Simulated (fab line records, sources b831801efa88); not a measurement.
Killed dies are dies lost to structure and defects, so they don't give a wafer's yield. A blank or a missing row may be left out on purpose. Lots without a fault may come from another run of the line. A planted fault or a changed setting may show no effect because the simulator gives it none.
fab line records | flow sfq_line
record lots=7 wafers=18 last_day=92
route steps=325 shown M6@265 I6@266
lots that met no fault: from a run of the same line without faults
start_h: hours from the record's first day to the start of the lot's first wafer shown | wait_h: hours since the lot's step before | " the same as in the row above | L1.1+2: a row that stands for several wafers | - no value, or no start given | * or withheld: withheld | < > ~ a bound
route shown NAME@n: a module of which the file shows steps, and the number in the route of the first | usual: mean/standard deviation of fault-free wafers | same: alike in all rows | chamber/n: place in a boat | sites: the reading at each site | _std_site: their standard deviation | _edge_site: outer sites' mean less inner sites' | radius_mm: how far each site lies from the wafer's centre | mask NAME#n: copy n | behind: the tool/chamber that last shaped the wafer | hold: why the lot was held/for how many hours/how that ended | device: the transistor (n, p or np) that didn't switch | end of line: the same wafers' tests at the end of the route | a step without rows: its recipe alone | killed: dies lost to structure and defects at the first sort, not the wafer's yield | map: a wafer's dies, x killed, . not, _ none there
set.NAME: the setting as run; set.NAME@STEP: as run at that earlier step | model.NAME: the simulator's own value behind a step, which no gauge read
lots at some steps of the route; a table a step, a row a wafer
services: from which hour (start_h, from the record's first day; less than 0 if before it) a tool's chamber was out of use, for how many hours, and why
## steps
# step SFQ_TRILAYER_M6_STRIP_SOLV_CLEAN_164
# recipe chemistry=NMP temp_c=70 time_s=600
# step SFQ_TRILAYER_I6_DEP_PECVD_165
# recipe material=SiO2 temp_c=150 time_s=111.11 pressure_torr=2.4 rf_w=183.3 precursor=SiH4/N2O target_thk_nm=500
# usual chamber_pressure_Torr=2.400/0.005 heater_power_w=87/17 rf_fwd_power_W=182.2/0.61 throttle_valve_pct=25.0/1.6
# columns lot.wafer tool chamber start_h wait_h chamber_pressure_Torr heater_power_w rf_fwd_power_W throttle_valve_pct
L227.1 pecvd-04 1 1803.31 0.0 2.404 66 183.3 26.8
L227.2 " 0 " " 2.407 65 182.2 26.9
L227.3 " 2 " " 2.398 85 182.3 25.1
L229.1 pecvd-04 0 1806.73 0.0 2.409 74 181.6 26.7
L229.4 " 1 " " 2.396 62 182.4 26.8
L229.5 " 0 " " 2.393 61 182.3 26.9
L233.2 pecvd-01 2 1816.33 0.0 2.407 87 182.0 24.8
L233.5 " 0 " " 2.403 88 182.1 24.1
L234.2 pecvd-02 0 1817.74 0.0 2.398 98 181.7 22.9
L234.5 " 1 " " 2.405 106 182.6 26.9
L237.3 pecvd-04 1 1827.31 0.0 2.398 59 182.5 26.9
L237.4 " 2 " " 2.402 88 181.3 25.4
L237.6 " 1 " " 2.398 60 183.2 27.0
L238.4 pecvd-01 2 1829.44 0.0 2.399 71 181.7 24.7
L238.5 " 0 " " 2.400 89 183.2 23.8
L244.1 pecvd-02 2 1940.61 0.0 2.411 87 181.8 23.8
L244.2 " 1 " " 2.402 106 180.3 27.3
L244.6 " 2 " " 2.406 88 181.9 24.2
# step SFQ_TRILAYER_I6_CMP_CMP_166
# recipe material=SiO2 down_force_psi=3 platen_rpm=60 pad_velocity_m_s=0.94248
# usual motor_current_A=10.1/1 time_to_endpoint_s=216/6.7
# columns lot.wafer tool chamber start_h wait_h motor_current_A time_to_endpoint_s
L227.3 cmp-01 1 1807.95 4.6 10.7 219
L227.2 " 2 " " 10.3 208
L227.1 " 3 " " 10.0 211
L229.1 cmp-02 1 1811.01 4.2 10.0 220
L229.4 " 0 1812.51 5.7 10.6 224
L229.5 " 2 1813.51 6.7 8.0 230
L233.2 cmp-01 3 1827.01 10.6 10.1 210
L233.5 " 0 1829.51 13.1 9.1 219
L234.2 cmp-01 2 1831.51 13.7 10.3 206
L234.5 " 3 " " 10.9 220
L237.3 cmp-02 3 1842.30 15.0 10.8 204
L237.4 " 2 1843.80 16.4 8.0 223
L237.6 " 3 " " 11.7 215
L238.4 cmp-01 0 1846.51 17.0 9.0 218
L238.5 " 2 1847.51 18.0 10.1 206
L244.1 cmp-01 2 1940.69 0.0 10.5 201
L244.2 " 3 " " 10.0 219
L244.6 " 3 1943.19 2.5 11.3 217
# step SFQ_I6_BOW_MEAS_941
# recipe mode=bow
# usual I6_BOW=6/11
# columns lot.wafer tool chamber start_h wait_h I6_BOW[um]
L227.1 film_metro-01 - 1810.45 1.0 16
L227.2 " - " " 29
L227.3 " - " " 16
L229.1 film_metro-03 - 1814.01 2.5 2
L229.4 " - " " -7
L229.5 " - " " 4
L233.2 film_metro-01 - 1830.03 2.5 21
L233.5 " - " " 16
L234.2 film_metro-04 - 1833.03 1.0 3
L234.5 " - " " -4
L237.3 film_metro-04 - 1845.34 2.5 5
L237.4 " - " " 13
L237.6 " - " " 12
L238.4 film_metro-03 - 1848.07 1.1 14
L238.5 " - " " 11
L244.1 film_metro-04 - 1943.69 2.5 -3
L244.2 " - " " 6
L244.6 " - " " 4
# step SFQ_TRILAYER_I6_METRO_MEASURE_167
# usual thk_nm=199.9/1.1
# columns lot.wafer tool chamber start_h wait_h thk_nm
L227.1 film_metro-01 - 1810.57 0.1 201.1
L227.2 " - " " 199.4
L227.3 " - " " 201.8
L229.1 film_metro-03 - 1814.13 0.1 199.4
L229.4 " - " " 200.3
L229.5 " - " " 201.3
L233.2 film_metro-01 - 1830.33 0.3 200.7
L233.5 " - " " 200.8
L234.2 film_metro-04 - 1833.33 0.3 198.8
L234.5 " - " " 198.6
L237.3 film_metro-04 - 1845.82 0.5 200.7
L237.4 " - " " 199.5
L237.6 " - " " 199.9
L238.4 film_metro-03 - 1848.73 0.6 200.7
L238.5 " - " " 200.3
L244.1 film_metro-04 - 1943.81 0.1 198.6
L244.2 " - " " 199.4
L244.6 " - " " 199.8
# step SFQ_TRILAYER_I6_VIA_LITHO_COAT_174
# recipe resist=BARC spin_rpm=3000 resist_thk_nm=62
# step SFQ_TRILAYER_I6_VIA_LITHO_COAT_169
# recipe resist=KrF spin_rpm=3000 resist_thk_nm=650
# step SFQ_TRILAYER_I6_VIA_LITHO_SOFTBAKE_173
# recipe temp_c=withheld time_s=withheld resist=KrF
# step SFQ_TRILAYER_I6_VIA_LITHO_EXPOSE_170
# recipe mask_id=I6 na=0.6 source_shape=conventional sigma_outer=0.65 target_cd_nm=700 dose_mj=21.3
# step SFQ_TRILAYER_I6_VIA_LITHO_PEB_172
# recipe peb_temp_c=115 peb_time_s=60 resist=KrF
# step SFQ_TRILAYER_I6_VIA_LITHO_DEVELOP_171
# recipe time_s=60 resist=KrF
# step SFQ_I6_OVL_MEAS_942
# usual I6_OVL=-2/5.3
# columns lot.wafer tool chamber start_h wait_h I6_OVL[nm]
L227.1 overlay-02 - 1815.82 0.1 -6
L227.2 " - " " -2
L227.3 " - " " -5
L229.1 overlay-02 - 1819.42 0.1 8
L229.4 " - " " 3
L229.5 " - " " 10
L233.2 overlay-02 - 1923.77 0.1 -7
L233.5 " - " " -11
L234.2 overlay-01 - 1927.50 0.1 -6
L234.5 " - " " -8
L237.3 overlay-02 - 1946.83 0.1 1
L237.4 " - " " -3
L237.6 " - " " -2
L238.4 overlay-02 - 1951.64 0.1 -4
L238.5 " - " " 1
L244.1 overlay-02 - 2036.42 0.1 -8
L244.2 " - " " -8
L244.6 " - " " -9
# step SFQ_TRILAYER_I6_VIA_BARC_OPEN_VIA_ETCH_235
# recipe mask_material=PR chemistry=O2 target_depth_nm=125 target=BARC source_w=500 bias_w=80 pressure_mtorr=30 time_s=41.7
# usual drypump_motor_current_A=5.7/0.35 oes_product_au=0.685/0.0043 rf_fwd_power_W=494.9/2.2 run_length_s=70.2/0.4
# columns lot.wafer tool chamber start_h wait_h drypump_motor_current_A oes_product_au rf_fwd_power_W rf_hours_counter_h run_length_s model.KrF_of_TRILAYER_I6_VIA_LITHO_COAT_169.thk_nm
L227.1 rie_diel-04 3 1815.85 0.0 5.6 0.684 495.4 1 70.2 575
L227.2 " 1 " " 5.3 0.682 492.3 18 70.2 572.7
L227.3 " 2 " " 5.5 0.688 494.3 0 70.2 572.7
L229.1 rie_diel-03 2 1819.45 0.0 5.9 0.693 491.4 5 70.1 572.2
L229.4 " 0 " " 5.3 0.686 495.4 3 70.0 575.4
L229.5 " 0 " " 5.3 0.683 492.4 - 70.0 573.4
L233.2 rie_diel-03 1 1923.80 0.0 6.5 0.685 494.4 2 69.8 572.6
L233.5 " 0 " " 5.3 0.663 492.3 - 73.7 570.9
L234.2 rie_diel-03 0 1927.53 0.0 5.3 0.686 496.2 4 69.9 571.5
L234.5 " 2 " " 5.9 0.662 493.4 - 74.4 567.9
L237.3 rie_diel-04 2 1946.85 0.0 5.5 0.682 495.5 2 70.2 572.3
L237.4 " 3 " " 5.6 0.686 496.4 3 69.7 574.4
L237.6 " 0 " " 5.9 0.683 495.4 - 70.7 574.7
L238.4 rie_diel-03 3 1951.65 0.0 5.6 0.685 494.5 0 70.6 576.9
L238.5 " 2 " " 5.9 0.662 491.9 - 74.2 571.8
L244.1 rie_diel-03 0 2036.46 0.0 5.3 0.685 495.7 6 69.7 574.6
L244.2 " 2 " " 5.9 0.687 493.9 7 70.0 571.4
L244.6 " 0 " " 5.3 0.680 496.4 - 69.7 574.6
# step SFQ_TRILAYER_I6_VIA_ETCH_VIA_ETCH_172
# recipe target=SiO2 stop_on=Nb mask_material=PR taper_deg=20 chemistry=CHF3 target_depth_nm=260 source_w=500 bias_w=80 pressure_mtorr=30 time_s=withheld
# usual drypump_motor_current_A=5.7/0.35 oes_product_au=0.855/0.0049 rf_fwd_power_W=498.4/1.6
# columns lot.wafer tool chamber start_h wait_h drypump_motor_current_A oes_product_au rf_fwd_power_W model.KrF_of_TRILAYER_I6_VIA_LITHO_COAT_169.thk_nm
L227.1 rie_diel-04 3 1815.89 0.0 5.6 0.852 496.8 530.5
L227.2 " 1 " " 5.3 0.855 498.0 526.8
L227.3 " 2 " " 5.6 0.856 497.8 528.4
L229.1 rie_diel-03 2 1819.49 0.0 5.9 0.855 497.1 527
L229.4 " 0 " " 5.3 0.858 501.3 531.3
L229.5 " 0 " " 5.3 0.852 498.1 529.5
L233.2 rie_diel-03 1 1923.84 0.0 6.5 0.869 499.9 528.2
L233.5 " 0 " " 5.3 0.851 498.4 526.6
L234.2 rie_diel-03 0 1927.57 0.0 5.3 0.860 497.9 527.5
L234.5 " 2 " " 5.9 0.846 497.2 523.2
L237.3 rie_diel-04 2 1946.89 0.0 5.6 0.861 497.5 527.3
L237.4 " 3 " " 5.6 0.849 496.6 530.4
L237.6 " 0 " " 5.9 0.849 496.7 529.6
L238.4 rie_diel-03 3 1951.69 0.0 5.6 0.854 498.7 533.3
L238.5 " 2 " " 5.9 0.863 499.5 526.8
L244.1 rie_diel-03 0 2036.50 0.0 5.3 0.853 498.3 530.7
L244.2 " 2 " " 5.9 0.849 496.9 526.6
L244.6 " 0 " " 5.3 0.855 495.5 530.6
# step SFQ_TRILAYER_I6_VIA_STRIP_STRIP_173
# recipe gas=O2 power_w=200 platen_temp_c=40 overash_fraction=0.65 chemistry=O2 pressure_mtorr=50
# usual drypump_motor_current_A=5.9/0.31 oes_product_au=0.997/0.011 platen_temp_c=40.01/0.12
# columns lot.wafer tool chamber start_h wait_h drypump_motor_current_A oes_product_au platen_temp_c rf_hours_counter_h
L227.1 rie_metal-03 1 1816.01 - 5.7 1.001 40.13 60
L227.2 " 0 " " 5.9 1.006 40.05 96
L227.3 " 0 " " 5.9 0.999 39.89 -
L229.1 rie_metal-04 1 1819.61 - 6.2 1.005 40.17 53
L229.4 " 0 " " 5.8 0.989 39.92 -
L229.5 " 0 " " 5.8 1.000 39.84 -
L233.2 rie_metal-02 1 1923.96 - 6.3 0.992 39.88 100
L233.5 " 1 " " 6.3 1.006 40.11 -
L234.2 rie_metal-04 1 1927.68 - 6.2 1.004 39.84 61
L234.5 " 0 " " 5.8 0.994 40.14 -
L237.3 rie_metal-02 0 1947.21 - 5.5 0.990 40.05 -
L237.4 " 1 " " 6.3 1.011 39.95 -
L237.6 " 0 " " 5.5 0.982 40.08 -
L238.4 rie_metal-02 0 1952.01 - 5.5 0.980 40.02 -
L238.5 " 0 " " 5.5 0.989 39.91 -
L244.1 rie_metal-02 0 2036.61 - 5.5 0.974 40.08 70
L244.2 " 1 " " 6.3 1.008 40.10 111
L244.6 " 0 " " 5.5 0.988 40.16 -
## services
# columns tool chamber start_h hours kind
film_metro-04 - 1780.20 4.1 pm
cmp-01 - 1787.92 4.0 pm
cmp-01 - 1798.74 2.7 repair
rie_diel-03 - 1824.55 0.2 repair
rie_metal-02 1 1848.49 3.1 repair
rie_diel-04 1 1862.98 8.7 repair
cmp-01 - 1866.36 0.3 repair
rie_diel-03 3 1878.82 13.1 repair
rie_diel-03 1 1887.14 1.2 repair
pecvd-04 1 1891.42 11.8 repair
cmp-02 - 1907.58 3.4 repair
film_metro-04 - 1909.81 1.5 pm
cmp-01 - 1918.68 16.3 pm
rie_diel-04 1 1932.52 3.6 repair
rie_metal-02 0 1956.48 21.4 repair
rie_metal-02 1 1967.34 28.0 repair
film_metro-04 - 1981.14 1.9 pm
cmp-01 - 1982.22 0.5 repair
cmp-01 - 1984.74 4.3 pm
pecvd-04 - 2008.94 14.6 pm
rie_diel-04 - 2020.94 2.8 pm
rie_diel-03 1 2022.44 6.3 repair
film_metro-04 - 2024.70 3.8 pm
rie_diel-03 2 2028.33 7.8 repair
## key
first_sign step=SFQ_TRILAYER_I6_VIA_BARC_OPEN_VIA_ETCH_235 reading=run_length_s direction=up sigmas=9.7 usual=* struck=*
effect step=SFQ_TRILAYER_I6_VIA_BARC_OPEN_VIA_ETCH_235 reading=oes_product_au direction=down sigmas=5.4 usual=0.685 struck=0.663
model_effect step=SFQ_TRILAYER_I6_VIA_BARC_OPEN_VIA_ETCH_235 value=KrF_of_TRILAYER_I6_VIA_LITHO_COAT_169.thk_nm without=574.8 struck=570.2
model_effect step=SFQ_TRILAYER_I6_VIA_ETCH_VIA_ETCH_172 value=KrF_of_TRILAYER_I6_VIA_LITHO_COAT_169.thk_nm without=530.1 struck=525.6
met_at SFQ_TRILAYER_I6_VIA_BARC_OPEN_VIA_ETCH_235
struck_wafers L233.5,L234.5,L238.5
onset_between 1819.45 1923.80
fault kind=process_parameter_drift tool=rie_diel-03 chamber=- onset_h=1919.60 steps=SFQ_TRILAYER_I6_VIA_BARC_OPEN_VIA_ETCH_235 channel=time_s offset=* shape=step end_h=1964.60 scope=struck_wafers_only acts_in=* stated=*
